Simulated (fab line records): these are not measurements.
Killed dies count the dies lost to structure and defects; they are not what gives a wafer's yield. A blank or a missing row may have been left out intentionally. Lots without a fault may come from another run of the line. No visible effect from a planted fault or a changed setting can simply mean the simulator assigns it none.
A struck lot beside a sound one -- flow gf180mcu -- 14 out of 602 route steps
Sound: these wafers, L720.2, L720.5, L720.6. Struck: wafers L727.1, L727.4, L727.5. The cause is named last.
For every step that has rows: the tool of each side, followed by ch and its chambers, followed by its first start. Under that, the readings that differ: sound wafers -- struck wafers -- difference of the means -- sigmas: that difference in standard deviations of wafers without a fault.
alike: same words and numbers on both sides, and readings whose means sit less than 2 such deviations apart. not compared: any withheld reading, any reading some wafer has no value for, any bound like >300 that may hide the same value, and any number with overlapping values for which the record gives no deviation.
The two part at a step that has a row with sigmas, a row that says differs or no value, or rows on one side only. Numbers that have no deviation but don't overlap get no sigmas and don't part them. A reading that every wafer of one side lacks parts them only if that side has two wafers or more.

first, 3 steps without rows for these wafers: GF_MVPSD_EXPOSE_04 (exposes mask MVPSD, target cd 1000 nm); GF_MVPSD_PEB_05; GF_MVPSD_DEVELOP_06 (develop time 60 s).
GF_MVPSD_OVL_MEAS_07:
  sound: overlay-02 at day 6 16:02; struck: overlay-02 at day 8 09:24
  alike: MVPSD_OVL
then, 2 steps without rows for these wafers: GF_MVPSD_IMPLANT_08; GF_MVPSD_IMPLANT_09.
GF_MVPSD_STRIP_10: strips in O2/N2.
  sound on plasma-asher-03 ch 0,1, day 6 16:22; struck on plasma-asher-04 ch 0,1, day 8 09:44
  alike: drypump-motor-current-A, heater-power-w, oes-product-au, platen-temp-c, strip-time-to-endpoint-s
  not compared: rf-hours-counter-h
GF_MVPSD_TW_MEAS_11:
  sound: film-metro-04 at day 6 16:28; struck: film-metro-04 at day 8 09:50
  alike: MVPSD_TW
then, 4 steps without rows for these wafers: GF_VT_IMPLANT_DEHYDRATE_00 (time 60 s); GF_VT_IMPLANT_HMDS_01 (prime time 60 s); GF_VT_IMPLANT_COAT_02 (resist thk 1000 nm); GF_VT_IMPLANT_SOFTBAKE_03 (time 60 s).
GF_VT_IMPLANT_EXPOSE_04: exposes mask LVPWELL LV AREA, target cd 600 nm.
  sound on iline-stepper-01 ch 0, day 6 23:44; struck on iline-stepper-02, day 8 18:16
  no value came back on the struck wafers for exposure-dose-mJ-cm2, focus-offset-nm (nm); on the sound wafers exposure-dose-mJ-cm2 reads 140.18 140.14 139.97
  alike: mask
next, for these wafers, 1 step has no rows: GF_VT_IMPLANT_PEB_05.

WHERE THEY PART
Only at GF_VT_IMPLANT_EXPOSE_04, within this record.

WHY: what the simulator had put in
At GF_VT_IMPLANT_EXPOSE_04, the step was skipped entirely on iline-stepper-02 from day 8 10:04 on. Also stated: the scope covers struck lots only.
